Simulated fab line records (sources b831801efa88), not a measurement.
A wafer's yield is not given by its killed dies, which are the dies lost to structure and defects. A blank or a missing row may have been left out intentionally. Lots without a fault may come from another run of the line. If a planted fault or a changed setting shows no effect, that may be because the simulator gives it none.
A lot that was struck, set against a sound lot / flow sky130 / 41 steps out of a route of 708
Sound: wafers L945.1, L945.2, L945.4. The struck wafers were L957.3, L957.5, L957.6. The cause is named last.
For every step that has rows: the tool of each side, followed by ch and its chambers, followed by its first start. Under that, the readings that differ: sound wafers / struck wafers / difference of the means / sigmas: that difference in standard deviations of wafers without a fault.
alike: readings with means less than 2 such deviations apart, plus words and numbers identical on both sides. not compared: withheld readings, readings lacking a value on some wafer, bounds such as >300 that could conceal the same value, and numbers that have no deviation in the record and whose values overlap.
Wherever a step has rows on one side only, a row that says differs or no value, or a row with sigmas, the two part there. Non-overlapping numbers with no deviation appear without sigmas and do not part them. A reading missing from all wafers of one side parts the sides only when that side holds two or more wafers.

first, 8 steps without rows for these wafers: SKY_POLY_GATE_ETCH_15 (etches BARC in N2/H2, stops on SiO2, time 118.5 s, target depth 110 nm); SKY_POLY_GATE_ETCH_16 (etches Si3N4 in CH3F/O2, stops on poly-Si, time 147.5 s, target depth 75 nm); SKY_POLY_GATE_ETCH_17 (etches poly-Si in HBr/Cl2, stops on SiO2, target depth 180 nm, time 70.5 s); SKY_POLY_GATE_STRIP_18 (strips in O2/N2); SKY_POLY_GATE_CLEAN_19 (cleans in SC1/SC2, time 150 s); SKY_POLY_GATE_OXIDATION_20 (stabilise 600 s, purge 300 s, target thk 4 nm); SKY_LDD_N_DEHYDRATE_00 (time 60 s); SKY_LDD_N_HMDS_01 (prime time 60 s).
SKY_LDD_N_COAT_02: resist thk 300 nm.
  sound on lithoTrack-01 ch 0, day 20 21:05; struck on lithoTrack-02, day 24 08:07
  no value came back on the struck wafers for chillPlateTempC (C), dispensePressureKPa (kPa); on the sound wafers chillPlateTempC (C) reads 23.00 22.77 22.88
then, 4 steps without rows for these wafers: SKY_LDD_N_SOFTBAKE_03 (time 60 s); SKY_LDD_N_EXPOSE_04 (exposes mask NTM, target cd 840 nm); SKY_LDD_N_PEB_05; SKY_LDD_N_DEVELOP_06 (develop time 60 s).
SKY_LDD_N_OVL_MEAS_07:
  sound: overlay-02 at day 21 12:58; struck: overlay-02 at day 24 23:11
reading=LDD_N_OVL (nm); sound=0.0 -0.1 -0.4; struck=- - -; difference=no value on the struck wafers; sigmas=
then, 18 steps without rows for these wafers: SKY_LDD_N_IMPLANT_08; SKY_LDD_N_IMPLANT_09; SKY_LDD_N_IMPLANT_10; SKY_LDD_N_IMPLANT_11; SKY_LDD_N_IMPLANT_12; SKY_LDD_N_IMPLANT_13; SKY_LDD_N_IMPLANT_14; SKY_LDD_N_IMPLANT_15; SKY_LDD_N_STRIP_16 (strips in O2/N2); SKY_LDD_P_DEHYDRATE_00 (time 60 s); SKY_LDD_P_HMDS_01 (prime time 60 s); SKY_LDD_P_COAT_02 (resist thk 1140 nm); SKY_LDD_P_SOFTBAKE_03 (time 60 s); SKY_LDD_P_EXPOSE_04 (exposes mask PSDM, target cd 380 nm); SKY_LDD_P_PEB_05; SKY_LDD_P_DEVELOP_06 (develop time 60 s); SKY_LDD_P_IMPLANT_09; SKY_LDD_P_STRIP_10 (strips in O2/N2).
SKY_LDD_P_TW_MEAS_11:
  sound: filmMetro-04 at day 22 21:14; struck: filmMetro-01 at day 26 05:02
reading=LDD_P_TW; sound=642 643 642; struck=2594 2585 2610; difference=+1954; sigmas=+99 or more
then, 2 steps without rows for these wafers: SKY_LDD_HVN_DEHYDRATE_00 (time 60 s); SKY_LDD_HVN_HMDS_01 (prime time 60 s).
SKY_LDD_HVN_TW_MEAS_10:
  sound: filmMetro-03 at day 24 03:26; struck: filmMetro-03 at day 27 10:22
reading=LDD_HVN_TW; sound=1426 1422 1425; struck=2698 2680 2688; difference=+1264; sigmas=+99 or more
SKY_LDD_HVP_TW_MEAS_10:
  sound: filmMetro-04 at day 25 08:34; struck: filmMetro-04 at day 28 14:14
reading=LDD_HVP_TW; sound=455 454 453; struck=2575 2598 2585; difference=+2132; sigmas=+99 or more
SKY_LDD_LDN_TW_MEAS_13:
  sound: filmMetro-02 at day 26 13:47; struck: filmMetro-02 at day 29 18:35
reading=LDD_LDN_TW; sound=1503 1500 1509; struck=2667 2674 2645; difference=+1158; sigmas=+83
-- here the record skips 2 days between the struck wafers' starts before and after, leaving off in module LDD_LDN and picking up in module SD_P (first step shown: number 331 of the route) --
SKY_SD_P_TW_MEAS_11:
  sound: filmMetro-03 at day 29 01:58; struck: filmMetro-04 at day 32 05:11
reading=SD_P_TW; sound=2823 2819 2802; struck=3007 3017 3000; difference=+193; sigmas=+10
SKY_RES_XHIGH_TW_MEAS_09:
  sound: filmMetro-01 at day 30 06:05; struck: filmMetro-01 at day 33 07:47
reading=RES_XHIGH_TW; sound=1655 1658 1665; struck=2712 2720 2714; difference=+1056; sigmas=+99 or more
-- here the record skips 17 days between the struck wafers' starts before and after, leaving off in module RES_XHIGH and picking up in module PAD_OPEN (first step shown: number 708 of the route) --
SKY_PAD_OPEN_PROBE_99:
  record: rows for the struck wafers here (prober-02, day 50 10:05), none for the sound ones

== WHERE THEY PART ==
Last at SKY_PAD_OPEN_PROBE_99 as far as this record goes, first at SKY_LDD_N_COAT_02.

WHY: the cause the simulator had injected
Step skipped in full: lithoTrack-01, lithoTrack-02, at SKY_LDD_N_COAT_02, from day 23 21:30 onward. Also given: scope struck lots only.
